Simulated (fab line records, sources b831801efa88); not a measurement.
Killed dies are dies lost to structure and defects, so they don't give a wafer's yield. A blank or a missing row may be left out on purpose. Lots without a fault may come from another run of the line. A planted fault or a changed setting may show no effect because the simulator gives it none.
fab line records | flow sky130
record lots=5 wafers=15 last_day=49
route steps=708 shown VIA2@510 METAL3@532 CAPM@537
lots that met no fault: from a run of the same line without faults
start_h: hours from the record's first day to the start of the lot's first wafer shown | wait_h: hours since the lot's step before | " the same as in the row above | L1.1+2: a row that stands for several wafers | - no value, or no start given | * or withheld: withheld | < > ~ a bound
route shown NAME@n: a module of which the file shows steps, and the number in the route of the first | usual: mean/standard deviation of fault-free wafers | same: alike in all rows | chamber/n: place in a boat | sites: the reading at each site | _std_site: their standard deviation | _edge_site: outer sites' mean less inner sites' | radius_mm: how far each site lies from the wafer's centre | mask NAME#n: copy n | behind: the tool/chamber that last shaped the wafer | hold: why the lot was held/for how many hours/how that ended | device: the transistor (n, p or np) that didn't switch | end of line: the same wafers' tests at the end of the route | a step without rows: its recipe alone | killed: dies lost to structure and defects at the first sort, not the wafer's yield | map: a wafer's dies, x killed, . not, _ none there
set.NAME: the setting as run; set.NAME@STEP: as run at that earlier step | model.NAME: the simulator's own value behind a step, which no gauge read
lots at some steps of the route; a table a step, a row a wafer
services: from which hour (start_h, from the record's first day; less than 0 if before it) a tool's chamber was out of use, for how many hours, and why
## steps
# step SKY_VIA2_BOW_MEAS_03
# recipe mode=bow
# usual VIA2_BOW=85/7.1
# columns lot.wafer tool chamber start_h wait_h VIA2_BOW[um]
L081.1 film_metro-03 - 876.96 0.1 83
L081.2 " - " " 73
L081.4 " - " " 80
L086.4 film_metro-02 - 912.51 0.3 95
L086.5 " - " " 95
L086.6 " - " " 76
L088.1 film_metro-01 - 925.09 0.2 80
L088.2 " - " " 88
L088.5 " - " " 90
L091.3 film_metro-03 - 947.04 0.3 92
L091.4 " - " " 82
L091.5 " - " " 83
L093.3 film_metro-03 - 965.66 0.1 91
L093.5 " - " " 75
L093.6 " - " " 73
# step SKY_VIA2_DEHYDRATE_04
# recipe temp_c=200 time_s=60
# usual heater_power_total_W=160.37/0.13 plate_temp_C=200.00/0.16
# columns lot.wafer tool chamber start_h wait_h heater_power_total_W plate_temp_C
L081.1 litho_track-03 0 889.23 12.2 160.24 200.01
L081.2 " 0 " " 160.51 200.25
L081.4 " 0 " " 160.26 200.11
L086.4 litho_track-03 0 923.80 11.3 160.50 199.60
L086.5 " 0 " " 160.59 199.78
L086.6 " 0 " " 160.58 199.85
L088.1 litho_track-03 0 937.18 12.1 160.16 200.09
L088.2 " 0 " " 160.49 199.92
L088.5 " 0 " " 160.22 199.94
L091.3 litho_track-02 0 958.88 11.8 160.59 200.16
L091.4 " 0 " " 160.39 200.10
L091.5 " 0 " " 160.51 199.92
L093.3 litho_track-02 0 977.38 11.7 160.54 199.81
L093.5 " 0 " " 160.56 200.13
L093.6 " 0 " " 160.51 199.84
# step SKY_VIA2_HMDS_05
# recipe prime_time_s=60 prime_temp_c=120
# columns lot.wafer tool chamber start_h wait_h
L081.1+2+4 litho_track-03 0 889.38 0.1
L086.4+5+6 litho_track-03 0 923.95 0.1
L088.1+2+5 litho_track-03 0 937.33 0.1
L091.3+4+5 litho_track-02 0 959.03 0.1
L093.3+5+6 litho_track-02 0 977.53 0.1
# step SKY_VIA2_COAT_06
# recipe resist=BARC temp_c=withheld time_s=withheld spin_rpm=3000 resist_thk_nm=60
# columns lot.wafer tool chamber start_h wait_h
L081.1+2+4 litho_track-03 0 889.53 0.1
L086.4+5+6 litho_track-03 0 924.10 0.1
L088.1+2+5 litho_track-03 0 937.48 0.1
L091.3+4+5 litho_track-02 0 959.18 0.1
L093.3+5+6 litho_track-02 0 977.68 0.1
# step SKY_VIA2_COAT_07
# recipe resist=KrF-thick spin_rpm=3000 resist_thk_nm=450
# columns lot.wafer tool chamber start_h wait_h
L081.1+2+4 litho_track-03 0 - -
L086.4+5+6 litho_track-03 0 - -
L088.1+2+5 litho_track-03 0 - -
L091.3+4+5 litho_track-02 0 - -
L093.3+5+6 litho_track-02 0 - -
# step SKY_VIA2_SOFTBAKE_08
# recipe temp_c=100 time_s=90 resist=KrF-thick
# usual heater_power_total_W=57.35/0.12 plate_temp_C=99.99/0.13
# columns lot.wafer tool chamber start_h wait_h heater_power_total_W plate_temp_C
L081.1 litho_track-03 0 - - 57.20 100.21
L081.2 " 0 " " 57.48 100.31
L081.4 " 0 " " 57.45 100.14
L086.4 litho_track-03 0 - - 57.27 99.92
L086.5 " 0 " " 57.45 99.96
L086.6 " 0 " " 57.31 100.20
L088.1 litho_track-03 0 - - 57.18 100.11
L088.2 " 0 " " 57.48 99.97
L088.5 " 0 " " 57.37 99.86
L091.3 litho_track-02 0 - - 57.26 99.92
L091.4 " 0 " " 57.44 100.09
L091.5 " 0 " " 57.27 100.11
L093.3 litho_track-02 0 - - 57.31 100.06
L093.5 " 0 " " 57.46 100.17
L093.6 " 0 " " 57.21 100.18
# step SKY_VIA2_EXPOSE_09
# recipe mask_id=VIM2 na=0.8 source_shape=annular sigma_inner=0.55 sigma_outer=0.85 target_cd_nm=200 dose_mj=38
# usual exposure_dose_mJ_cm2=38.12/0.2 focus_offset_nm=0.0/0.55
# columns lot.wafer tool chamber start_h wait_h mask exposure_dose_mJ_cm2 focus_offset_nm
L081.1 krf_scanner-02 0 - - VIM2#0 38.46 -0.9
L081.2 " 0 " " VIM2#0 38.47 -0.4
L081.4 " 0 " " VIM2#0 38.46 -0.2
L086.4 krf_scanner-01 0 - - VIM2#0 37.96 1.0
L086.5 " 0 " " VIM2#0 37.96 -0.1
L086.6 " 0 " " VIM2#0 37.97 0.2
L088.1 krf_scanner-01 0 - - VIM2#0 38.01 0.1
L088.2 " 0 " " VIM2#0 38.01 0.3
L088.5 " 0 " " VIM2#0 38.02 0.1
L091.3 krf_scanner-02 0 - - VIM2#0 38.41 -0.1
L091.4 " 0 " " VIM2#0 38.42 0.2
L091.5 " 0 " " VIM2#0 38.39 0.1
L093.3 krf_scanner-01 0 - - VIM2#0 38.02 -0.9
L093.5 " 0 " " VIM2#0 37.99 -0.4
L093.6 " 0 " " VIM2#0 37.98 -0.6
# step SKY_VIA2_PEB_10
# recipe peb_temp_c=withheld peb_time_s=withheld resist=KrF-thick
# columns lot.wafer tool chamber start_h wait_h
L081.1+2+4 litho_track-02 0 - -
L086.4+5+6 litho_track-03 0 - -
L088.1+2+5 litho_track-03 0 - -
L091.3+4+5 litho_track-03 0 - -
L093.3+5+6 litho_track-03 0 - -
# step SKY_VIA2_DEVELOP_11
# recipe develop_time_s=60 resist=KrF-thick dev_temp_c=21
# same develop_time_s=60
# columns lot.wafer tool chamber start_h wait_h
L081.1+2+4 litho_track-02 0 - -
L086.4+5+6 litho_track-03 0 - -
L088.1+2+5 litho_track-03 0 - -
L091.3+4+5 litho_track-03 0 - -
L093.3+5+6 litho_track-03 0 - -
# step SKY_VIA2_CD_MEAS_12
# recipe target_cd_nm=200
# usual cd_nm=200.0/1.3
# columns lot.wafer tool chamber start_h wait_h cd_nm
L081.1 cd_sem-02 - 903.03 - 201.4
L081.2 " - " " 201.8
L081.4 " - " " 201.0
L086.4 cd_sem-01 - 936.94 - 202.3
L086.5 " - " " 200.9
L086.6 " - " " 201.8
L088.1 cd_sem-02 - 949.93 - 199.4
L088.2 " - " " 199.9
L088.5 " - " " 200.4
L091.3 cd_sem-02 - 970.97 - 198.2
L091.4 " - " " 199.2
L091.5 " - " " 199.2
L093.3 cd_sem-01 - 991.02 - 200.5
L093.5 " - " " 198.8
L093.6 " - " " 198.9
# step SKY_VIA2_OVL_MEAS_13
# usual VIA2_OVL=-3/5
# columns lot.wafer tool chamber start_h wait_h VIA2_OVL[nm]
L081.1 overlay-01 - 903.15 0.1 -5
L081.2 " - " " -8
L081.4 " - " " 0
L086.4 overlay-02 - 937.01 0.1 -1
L086.5 " - " " -6
L086.6 " - " " -3
L088.1 overlay-01 - 950.05 0.1 -7
L088.2 " - " " 2
L088.5 " - " " 0
L091.3 overlay-02 - 971.06 0.1 5
L091.4 " - " " 7
L091.5 " - " " 1
L093.3 overlay-01 - 991.11 0.1 -9
L093.5 " - " " -5
L093.6 " - " " -1
# step SKY_VIA2_ETCH_14
# recipe chemistry=N2/H2 target=BARC ion_energy_ev=200 source_w=500 bias_w=100 pressure_mtorr=30 n2_flow_sccm=100 h2_flow_sccm=200 stop_on=SiO2 time_s=45.9 target_depth_a=600
# usual chamber_pressure_mTorr=30.001/0.026 drypump_motor_current_A=5.93/0.28 h2_flow_sccm=200.0/0.61 oes_product_au=0.855/0.0046 throttle_valve_pct=13.226/0.011
# columns lot.wafer tool chamber start_h wait_h chamber_pressure_mTorr drypump_motor_current_A h2_flow_sccm oes_product_au rf_hours_counter_h throttle_valve_pct
L081.1 rie_diel-04 3 903.19 0.0 29.983 5.62 199.7 0.850 14 13.248
L081.2 " 1 " " 30.031 6.15 199.9 0.862 19 13.235
L081.4 " 2 " " 29.985 5.66 199.7 0.851 9 13.220
L086.4 rie_diel-04 0 937.03 0.0 30.006 5.97 200.6 0.851 23 13.220
L086.5 " 1 " " 30.006 6.15 200.2 0.858 - 13.203
L086.6 " 0 " " 30.004 6.03 200.4 0.857 - 13.229
L088.1 rie_diel-01 0 950.08 0.0 29.977 5.60 200.4 0.854 18 13.215
L088.2 " 2 " " 29.951 6.31 200.0 0.853 17 13.221
L088.5 " 2 " " 29.993 6.30 199.6 0.855 - 13.232
L091.3 rie_diel-04 1 971.08 0.0 29.980 6.14 200.5 0.856 21 13.240
L091.4 " 1 " " 29.982 6.15 200.1 0.847 - 13.226
L091.5 " 2 " " 30.021 5.69 198.8 0.849 - 13.241
L093.3 rie_diel-04 2 991.13 0.0 30.039 5.70 199.7 0.862 11 13.242
L093.5 " 0 " " 30.019 6.01 200.4 0.846 - 13.215
L093.6 " 1 " " 29.984 6.17 201.2 0.855 - 13.242
# step SKY_VIA2_ETCH_15
# recipe target=SiO2 chemistry=C4F8/O2/Ar target_depth_nm=546 stop_on=TiN mask_material=KrF-thick source_w=1500 bias_w=1200 pressure_mtorr=40 c4f8_flow_sccm=withheld O2_flow_sccm=6 Ar_flow_sccm=300 time_s=84
# usual chamber_pressure_mTorr=40.00/0.032 oes_product_au=0.940/0.0051
# columns lot.wafer tool chamber start_h wait_h chamber_pressure_mTorr oes_product_au rf_hours_counter_h
L081.1 rie_diel-04 3 903.23 0.0 39.96 0.939 14
L081.2 " 1 " " 40.01 0.937 19
L081.4 " 2 " " 39.94 0.936 9
L086.4 rie_diel-04 0 937.07 0.0 39.93 0.939 23
L086.5 " 1 " " 40.02 0.940 -
L086.6 " 0 " " 40.01 0.949 -
L088.1 rie_diel-01 0 950.13 0.0 40.00 0.936 18
L088.2 " 2 " " 39.96 0.935 17
L088.5 " 2 " " 40.07 0.946 -
L091.3 rie_diel-04 1 971.13 0.0 40.00 0.936 21
L091.4 " 1 " " 40.00 0.950 -
L091.5 " 2 " " 40.06 0.930 -
L093.3 rie_diel-04 2 991.18 0.0 40.02 0.945 11
L093.5 " 0 " " 39.96 0.930 -
L093.6 " 1 " " 39.98 0.937 -
# step SKY_VIA2_STRIP_16
# recipe chemistry=O2/N2 power_w=1400 pressure_mtorr=1500 platen_temp_c=withheld o2_flow_sccm=3000 n2_flow_sccm=300 overash_fraction=0.5
# usual chamber_pressure_mTorr=1499.9/1.4 drypump_motor_current_A=5.9/0.33 oes_product_au=0.398/0.0047 strip_time_to_endpoint_s=4.038/0.025
# columns lot.wafer tool chamber start_h wait_h chamber_pressure_mTorr drypump_motor_current_A oes_product_au rf_hours_counter_h strip_time_to_endpoint_s
L081.1 plasma_asher-01 0 903.29 0.0 1497.6 5.0 0.399 46 4.094
L081.2 " 1 " " 1500.2 5.9 0.405 46 4.065
L081.4 " 1 " " 1499.3 5.9 0.397 - 4.055
L086.4 plasma_asher-04 1 937.17 0.1 1499.0 6.1 0.401 - 4.064
L086.5 " 1 " " 1499.0 6.1 0.395 - 4.019
L086.6 " 0 " " 1500.0 6.2 0.393 - 4.031
L088.1 plasma_asher-04 0 950.19 0.0 1501.5 6.2 0.396 110 4.064
L088.2 " 1 " " 1500.5 6.1 0.402 110 4.084
L088.5 " 0 " " 1501.4 6.2 0.403 - 4.061
L091.3 plasma_asher-02 1 971.22 0.1 1498.2 5.7 0.397 - 4.030
L091.4 " 0 " " 1498.8 6.0 0.399 - 4.024
L091.5 " 1 " " 1499.9 5.7 0.397 - 4.017
L093.3 plasma_asher-02 1 991.27 0.1 1498.5 5.7 0.402 - 4.023
L093.5 " 0 " " 1498.5 6.1 0.399 - 4.029
L093.6 " 1 " " 1502.9 5.7 0.396 - 4.013
# step SKY_VIA2_STRIP_17
# recipe chemistry=post_etch_residue_remover time_s=1200 temp_c=72.5
# columns lot.wafer tool chamber start_h wait_h
L081.1+2+4 wet_bench-02 0 903.39 0.1
L086.4+5+6 wet_bench-04 3 937.24 0.0
L088.1+2+5 wet_bench-01 0 950.29 0.1
L091.3+4+5 wet_bench-01 1 971.29 0.0
L093.3+5+6 wet_bench-02 3 991.34 0.0
# step SKY_VIA2_CLEAN_18
# recipe chemistry=IPA time_s=180 temp_c=25
# columns lot.wafer tool chamber start_h wait_h
L081.1+2+4 wet_bench-04 0 903.73 0.0
L086.4+5+6 wet_bench-01 3 937.58 0.0
L088.1+2+5 wet_bench-02 1 950.66 0.0
L091.3+4+5 wet_bench-02 0 971.63 0.0
L093.3+5+6 wet_bench-02 0 991.68 0.0
# step SKY_VIA2_CLEAN_19
# recipe chemistry=O3/DIW dry=n2_spin
# columns lot.wafer tool chamber start_h wait_h
L081.1+2+4 wet_bench-02 1 903.79 0.0
L086.4+5+6 wet_bench-02 3 937.64 0.0
L088.1+2+5 wet_bench-04 3 950.72 0.0
L091.3+4+5 wet_bench-01 2 971.69 0.0
L093.3+5+6 wet_bench-02 1 991.79 0.1
# step SKY_VIA2_SPUTTER_20
# recipe material=TiN target_thk_nm=20 chamber_pressure_pa=5 power_w=4000 time_s=80
# usual throttle_valve_pct=30.3/0.66
# columns lot.wafer tool chamber start_h wait_h throttle_valve_pct
L081.1 pvd_sputter-04 - 903.88 0.0 29.9
L081.2 " - " " 30.4
L081.4 " - " " 30.3
L086.4 pvd_sputter-02 - 937.74 0.0 29.9
L086.5 " - " " 30.0
L086.6 " - " " 31.0
L088.1 pvd_sputter-03 - 950.82 0.0 31.2
L088.2 " - " " 29.3
L088.5 " - " " 29.2
L091.3 pvd_sputter-03 - 971.78 0.0 31.7
L091.4 " - " " 30.6
L091.5 " - " " 31.5
L093.3 pvd_sputter-04 - 991.88 0.0 29.0
L093.5 " - " " 29.8
L093.6 " - " " 29.1
# step SKY_VIA2_CVD_21
# recipe material=W target_thk_nm=420 time_s=126.4 temp_c=400 pressure_torr=40
# usual heater_power_w=930/95
# columns lot.wafer tool chamber start_h wait_h heater_power_w
L081.1 cvd_w-01 0 903.94 0.0 924
L081.2 " 1 " " 799
L081.4 " 0 " " 966
L086.4 cvd_w-01 0 937.85 0.1 927
L086.5 " 0 " " 923
L086.6 " 1 " " 804
L088.1 cvd_w-01 0 950.88 0.0 942
L088.2 " 1 " " 789
L088.5 " 1 " " 805
L091.3 cvd_w-02 0 971.88 0.1 1031
L091.4 " 1 " " 1009
L091.5 " 0 " " 1034
L093.3 cvd_w-01 0 991.98 0.1 938
L093.5 " 0 " " 954
L093.6 " 1 " " 789
# step SKY_VIA2_RS_MEAS_22
# recipe thk_meas_gauge=four-point-probe reads=W_of_VIA2_CVD_21+TiN_of_VIA2_SPUTTER_20
# usual VIA2_W_RS=0.273/0.0039
# columns lot.wafer tool chamber start_h wait_h VIA2_W_RS[ohm/sq]
L081.1 film_metro-01 - 904.07 0.1 0.273
L081.2 " - " " 0.277
L081.4 " - " " 0.272
L086.4 film_metro-02 - 937.99 0.1 0.272
L086.5 " - " " 0.271
L086.6 " - " " 0.273
L088.1 film_metro-01 - 951.01 0.1 0.275
L088.2 " - " " 0.280
L088.5 " - " " 0.279
L091.3 film_metro-01 - 972.01 0.1 0.274
L091.4 " - " " 0.271
L091.5 " - " " 0.273
L093.3 film_metro-02 - 992.11 0.1 0.272
L093.5 " - " " 0.274
L093.6 " - " " 0.281
# step SKY_VIA2_THK_MEAS_23
# recipe thk_meas_gauge=xrf reads=W_of_VIA2_CVD_21
# usual VIA2_W_THK=414/9.9
# columns lot.wafer tool chamber start_h wait_h VIA2_W_THK[nm]
L081.1 film_metro-01 - 904.19 0.1 408
L081.2 " - " " 405
L081.4 " - " " 410
L086.4 film_metro-02 - 938.08 0.1 426
L086.5 " - " " 428
L086.6 " - " " 424
L088.1 film_metro-01 - 951.13 0.1 399
L088.2 " - " " 397
L088.5 " - " " 398
L091.3 film_metro-01 - 972.11 0.1 403
L091.4 " - " " 407
L091.5 " - " " 403
L093.3 film_metro-02 - 992.21 0.1 423
L093.5 " - " " 420
L093.6 " - " " 414
# step SKY_VIA2_CMP_24
# recipe stop_on=SiO2 t_overpolish_s=20 down_force_psi=3.5 platen_rpm=60 target_thk_nm=0 pad_velocity_m_s=0.94248
# usual motor_current_A=11.3/1.1 overpolish_run_s=19.999/0.0094 time_to_endpoint_s=102/3.4
# columns lot.wafer tool chamber start_h wait_h motor_current_A overpolish_run_s time_to_endpoint_s
L081.1 cmp-01 1 904.30 0.1 11.0 20.005 103
L081.2 " 2 " " 10.1 19.994 101
L081.4 " 3 " " 10.4 19.996 105
L086.4 cmp-02 3 938.11 0.0 11.5 19.980 101
L086.6 " 3 " " 11.3 20.005 102
L086.5 " 0 " " 12.1 19.987 101
L088.2 cmp-02 1 951.19 0.0 10.9 19.998 95
L088.1 " 2 " " 13.3 19.998 99
L088.5 " 2 " " 12.5 19.989 95
L091.4 cmp-01 2 972.20 0.1 10.1 19.979 98
L091.3 " 0 " " 12.1 19.987 95
L091.5 " 1 " " 10.7 20.000 96
L093.3 cmp-02 1 992.30 0.1 11.2 19.992 101
L093.5 " 0 " " 12.4 20.007 102
L093.6 " 1 " " 11.1 19.995 103
# step SKY_METAL3_SPUTTER_00
# recipe material=Ti target_thk_nm=15 power_w=3000 time_s=10 chamber_pressure_pa=0.4
# usual throttle_valve_pct=30.0/0.78
# columns lot.wafer tool chamber start_h wait_h throttle_valve_pct
L081.1 pvd_sputter-02 - 904.55 0.2 30.9
L081.2 " - " " 30.1
L081.4 " - " " 29.9
L086.4 pvd_sputter-04 - 938.41 0.2 31.0
L086.5 " - " " 30.6
L086.6 " - " " 30.1
L088.1 pvd_sputter-02 - 951.49 0.2 30.5
L088.2 " - " " 29.9
L088.5 " - " " 30.5
L091.3 pvd_sputter-01 - 972.45 0.1 30.8
L091.4 " - " " 29.5
L091.5 " - " " 29.4
L093.3 pvd_sputter-04 - 992.55 0.2 29.8
L093.5 " - " " 31.0
L093.6 " - " " 30.3
# step SKY_METAL3_SPUTTER_01
# recipe material=TiN target_thk_nm=20 power_w=6500 time_s=16.7 chamber_pressure_pa=0.4
# usual throttle_valve_pct=30.0/0.73
# columns lot.wafer tool chamber start_h wait_h throttle_valve_pct
L081.1 pvd_sputter-02 - 904.58 0.0 30.9
L081.2 " - " " 30.0
L081.4 " - " " 29.9
L086.4 pvd_sputter-04 - 938.44 0.0 30.3
L086.5 " - " " 30.7
L086.6 " - " " 29.9
L088.1 pvd_sputter-02 - 951.51 0.0 30.3
L088.2 " - " " 29.6
L088.5 " - " " 30.2
L091.3 pvd_sputter-01 - 972.47 0.0 30.8
L091.4 " - " " 29.8
L091.5 " - " " 29.2
L093.3 pvd_sputter-04 - 992.57 0.0 29.7
L093.5 " - " " 30.8
L093.6 " - " " 30.5
# step SKY_METAL3_SPUTTER_02
# recipe material=AlCu target_thk_nm=735 power_w=10600 time_s=39.1 chamber_pressure_pa=0.4
# usual throttle_valve_pct=30.0/0.77
# columns lot.wafer tool chamber start_h wait_h throttle_valve_pct
L081.1 pvd_sputter-02 - 904.61 0.0 31.0
L081.2 " - " " 29.9
L081.4 " - " " 30.4
L086.4 pvd_sputter-04 - 938.46 0.0 30.8
L086.5 " - " " 30.8
L086.6 " - " " 30.1
L088.1 pvd_sputter-02 - 951.54 0.0 30.1
L088.2 " - " " 30.1
L088.5 " - " " 30.4
L091.3 pvd_sputter-01 - 972.50 0.0 30.9
L091.4 " - " " 29.8
L091.5 " - " " 29.1
L093.3 pvd_sputter-04 - 992.60 0.0 29.8
L093.5 " - " " 30.5
L093.6 " - " " 30.6
# step SKY_METAL3_SPUTTER_03
# recipe material=Ti target_thk_nm=5 power_w=3000 time_s=3.3 chamber_pressure_pa=0.4
# usual throttle_valve_pct=30.0/0.76
# columns lot.wafer tool chamber start_h wait_h throttle_valve_pct
L081.1 pvd_sputter-02 - 904.65 0.0 30.8
L081.2 " - " " 30.0
L081.4 " - " " 30.2
L086.4 pvd_sputter-04 - 938.50 0.0 30.6
L086.5 " - " " 30.5
L086.6 " - " " 30.1
L088.1 pvd_sputter-02 - 951.57 0.0 30.3
L088.2 " - " " 29.7
L088.5 " - " " 30.4
L091.3 pvd_sputter-01 - 972.54 0.0 30.6
L091.4 " - " " 29.7
L091.5 " - " " 29.2
L093.3 pvd_sputter-04 - 992.64 0.0 30.1
L093.5 " - " " 30.5
L093.6 " - " " 30.3
# step SKY_METAL3_SPUTTER_04
# recipe material=TiN target_thk_nm=70 power_w=6500 time_s=58.3 chamber_pressure_pa=0.4
# usual throttle_valve_pct=30.0/0.75
# columns lot.wafer tool chamber start_h wait_h throttle_valve_pct
L081.1 pvd_sputter-02 - 904.67 0.0 31.0
L081.2 " - " " 29.8
L081.4 " - " " 30.0
L086.4 pvd_sputter-04 - 938.52 0.0 30.6
L086.5 " - " " 30.6
L086.6 " - " " 30.1
L088.1 pvd_sputter-02 - 951.59 0.0 30.2
L088.2 " - " " 30.3
L088.5 " - " " 30.3
L091.3 pvd_sputter-01 - 972.56 0.0 30.7
L091.4 " - " " 29.9
L091.5 " - " " 29.1
L093.3 pvd_sputter-04 - 992.66 0.0 30.2
L093.5 " - " " 30.4
L093.6 " - " " 30.3
# step SKY_CAPM_CVD_00
# recipe material=SiO2 target_thk_nm=15.5 temp_c=400 time_s=withheld rf_w=450
# usual heater_power_w=760/110
# columns lot.wafer tool chamber start_h wait_h heater_power_w
L081.1 pecvd-02 0 904.72 0.0 953
L081.2 " 1 " " 820
L081.4 " 1 " " 812
L086.4 pecvd-03 2 938.58 0.0 761
L086.5 " 0 " " 788
L086.6 " 1 " " 626
L088.1 pecvd-02 2 951.64 0.0 644
L088.2 " 0 " " 930
L088.5 " 1 " " 779
L091.3 pecvd-02 2 972.61 0.0 579
L091.4 " 0 " " 931
L091.5 " 1 " " 884
L093.3 pecvd-04 0 992.71 0.0 738
L093.5 " 0 " " 746
L093.6 " 2 " " 746
# step SKY_CAPM_THK_MEAS_01
# recipe reads=SiO2_of_CAPM_CVD_00
# usual CAPM_CVD_00_THK=15.51/0.23
# columns lot.wafer tool chamber start_h wait_h CAPM_CVD_00_THK[nm]
L081.1 film_metro-04 - 904.74 - 15.60
L081.2 " - " " 15.32
L081.4 " - " " 15.54
L086.4 film_metro-01 - 938.62 - 15.18
L086.5 " - " " 15.43
L086.6 " - " " 15.27
L088.1 film_metro-04 - 951.66 - 15.57
L088.2 " - " " 15.57
L088.5 " - " " 15.82
L091.3 film_metro-02 - 972.65 - 15.50
L091.4 " - " " 15.72
L091.5 " - " " 15.47
L093.3 film_metro-01 - 992.75 - 15.34
L093.5 " - " " 15.47
L093.6 " - " " 15.69
# step SKY_CAPM_SPUTTER_02
# recipe material=TiN target_thk_nm=200 temp_c=300 power_w=6500 time_s=166.7 chamber_pressure_pa=0.4
# usual throttle_valve_pct=30.2/0.95
# columns lot.wafer tool chamber start_h wait_h throttle_valve_pct
L081.1 pvd_sputter-01 - 904.80 0.1 31.0
L081.2 " - " " 29.7
L081.4 " - " " 27.8
L086.4 pvd_sputter-03 - 938.65 0.0 30.8
L086.5 " - " " 30.5
L086.6 " - " " 30.7
L088.1 pvd_sputter-01 - 951.72 0.1 29.4
L088.2 " - " " 29.1
L088.5 " - " " 30.8
L091.3 pvd_sputter-03 - 972.69 0.0 30.7
L091.4 " - " " 29.2
L091.5 " - " " 30.5
L093.3 pvd_sputter-03 - 992.79 0.0 30.8
L093.5 " - " " 30.4
L093.6 " - " " 31.3
# step SKY_CAPM_RS_MEAS_03
# recipe thk_meas_gauge=four-point-probe reads=TiN_of_CAPM_SPUTTER_02
# usual CAPM_TIN_RS=6.92/0.063
# columns lot.wafer tool chamber start_h wait_h CAPM_TIN_RS[ohm/sq]
L081.1 film_metro-04 - 904.91 0.1 6.83
L081.2 " - " " 6.87
L081.4 " - " " 6.90
L086.4 film_metro-02 - 938.82 0.1 6.87
L086.5 " - " " 6.87
L086.6 " - " " 6.91
L088.1 film_metro-01 - 951.83 0.1 6.95
L088.2 " - " " 7.02
L088.5 " - " " 6.88
L091.3 film_metro-04 - 972.84 0.1 6.99
L091.4 " - " " 6.96
L091.5 " - " " 6.93
L093.3 film_metro-04 - 992.94 0.1 6.93
L093.5 " - " " 6.90
L093.6 " - " " 6.92
# step SKY_CAPM_THK_MEAS_04
# recipe thk_meas_gauge=xrf reads=TiN_of_CAPM_SPUTTER_02
# usual CAPM_TIN_THK=201.4/2.2
# columns lot.wafer tool chamber start_h wait_h CAPM_TIN_THK[nm]
L081.1 film_metro-04 - 905.03 0.1 204.4
L081.2 " - " " 202.3
L081.4 " - " " 201.4
L086.4 film_metro-02 - 938.91 0.1 203.2
L086.5 " - " " 204.2
L086.6 " - " " 203.3
L088.1 film_metro-01 - 951.95 0.1 202.4
L088.2 " - " " 199.0
L088.5 " - " " 204.0
L091.3 film_metro-04 - 972.94 0.1 199.1
L091.4 " - " " 198.7
L091.5 " - " " 198.5
L093.3 film_metro-04 - 993.04 0.1 200.7
L093.5 " - " " 201.9
L093.6 " - " " 201.7
# step SKY_CAPM_DEHYDRATE_05
# recipe temp_c=200 time_s=60
# usual heater_power_total_W=160.38/0.11 plate_temp_C=200.00/0.16
# columns lot.wafer tool chamber start_h wait_h heater_power_total_W plate_temp_C
L081.1 litho_track-02 0 916.58 11.5 160.18 199.82
L081.2 " 0 " " 160.34 200.11
L081.4 " 0 " " 160.30 199.91
L086.4 litho_track-01 0 950.17 11.2 160.22 200.13
L086.5 " 0 " " 160.49 200.28
L086.6 " 0 " " 160.48 199.98
L088.1 litho_track-02 0 963.78 11.8 160.47 200.02
L088.2 " 0 " " 160.26 200.14
L088.5 " 0 " " 160.20 199.92
L091.3 litho_track-02 0 984.73 11.8 160.25 200.07
L091.4 " 0 " " 160.58 200.25
L091.5 " 0 " " 160.60 199.94
L093.3 litho_track-04 0 1003.24 10.2 160.50 199.84
L093.5 " 0 " " 160.26 199.84
L093.6 " 0 " " 160.38 199.94
# step SKY_CAPM_HMDS_06
# recipe prime_time_s=60 prime_temp_c=120
# columns lot.wafer tool chamber start_h wait_h
L081.1+2+4 litho_track-02 0 916.73 0.1
L086.4+5+6 litho_track-01 0 950.32 0.1
L088.1+2+5 litho_track-02 0 963.93 0.1
L091.3+4+5 litho_track-02 0 984.88 0.1
L093.3+5+6 litho_track-04 0 1003.39 0.1
# step SKY_CAPM_COAT_07
# recipe resist=NOVOLAK spin_rpm=3000 resist_thk_nm=1140
# columns lot.wafer tool chamber start_h wait_h
L081.1+2+4 litho_track-02 0 916.88 0.1
L086.4+5+6 litho_track-01 0 950.47 0.1
L088.1+2+5 litho_track-02 0 964.08 0.1
L091.3+4+5 litho_track-02 0 985.03 0.1
L093.3+5+6 litho_track-04 0 1003.54 0.1
# step SKY_CAPM_SOFTBAKE_08
# recipe temp_c=90 time_s=60 resist=NOVOLAK
# usual heater_power_total_W=56.60/0.044 plate_temp_C=89.94/0.14
# columns lot.wafer tool chamber start_h wait_h heater_power_total_W plate_temp_C
L081.1 litho_track-02 0 917.03 0.1 56.59 90.07
L081.2 " 0 " " 56.54 90.07
L081.4 " 0 " " 56.63 89.89
L086.4 litho_track-01 0 950.62 0.1 56.54 89.80
L086.5 " 0 " " 56.61 89.80
L086.6 " 0 " " 56.60 90.02
L088.1 litho_track-02 0 964.23 0.1 56.59 89.98
L088.2 " 0 " " 56.58 89.96
L088.5 " 0 " " 56.59 89.72
L091.3 litho_track-02 0 985.18 0.1 56.57 89.89
L091.4 " 0 " " 56.65 89.87
L091.5 " 0 " " 56.60 89.91
L093.3 litho_track-04 0 1003.69 0.1 56.70 90.02
L093.5 " 0 " " 56.59 89.84
L093.6 " 0 " " 56.63 89.97
## services
# columns tool chamber start_h hours kind
pvd_sputter-02 - 872.16 27.3 repair
krf_scanner-02 - 878.15 0.8 pm
pvd_sputter-03 - 884.25 2.4 repair
rie_diel-01 0 890.36 3.6 repair
krf_scanner-02 - 895.60 36.0 pm
cmp-02 - 907.59 3.9 repair
cmp-01 - 912.12 4.0 pm
krf_scanner-01 - 912.63 0.3 repair
wet_bench-04 - 924.90 6.3 repair
pvd_sputter-01 - 931.00 11.1 repair
krf_scanner-02 - 931.60 11.6 pm
cmp-01 - 937.70 15.6 repair
krf_scanner-01 - 943.15 1.3 pm
cmp-01 - 943.40 0.6 repair
krf_scanner-02 - 944.45 1.0 pm
cvd_w-01 0 952.88 14.3 repair
krf_scanner-01 - 956.57 1.0 pm
rie_diel-04 3 960.73 11.2 repair
krf_scanner-01 - 964.78 3.5 repair
cmp-02 - 971.85 2.5 repair
krf_scanner-01 - 977.83 1.2 repair
pvd_sputter-02 - 991.31 4.6 repair
rie_diel-04 2 998.71 12.8 repair
cmp-02 - 999.34 0.9 repair
## key
fault none
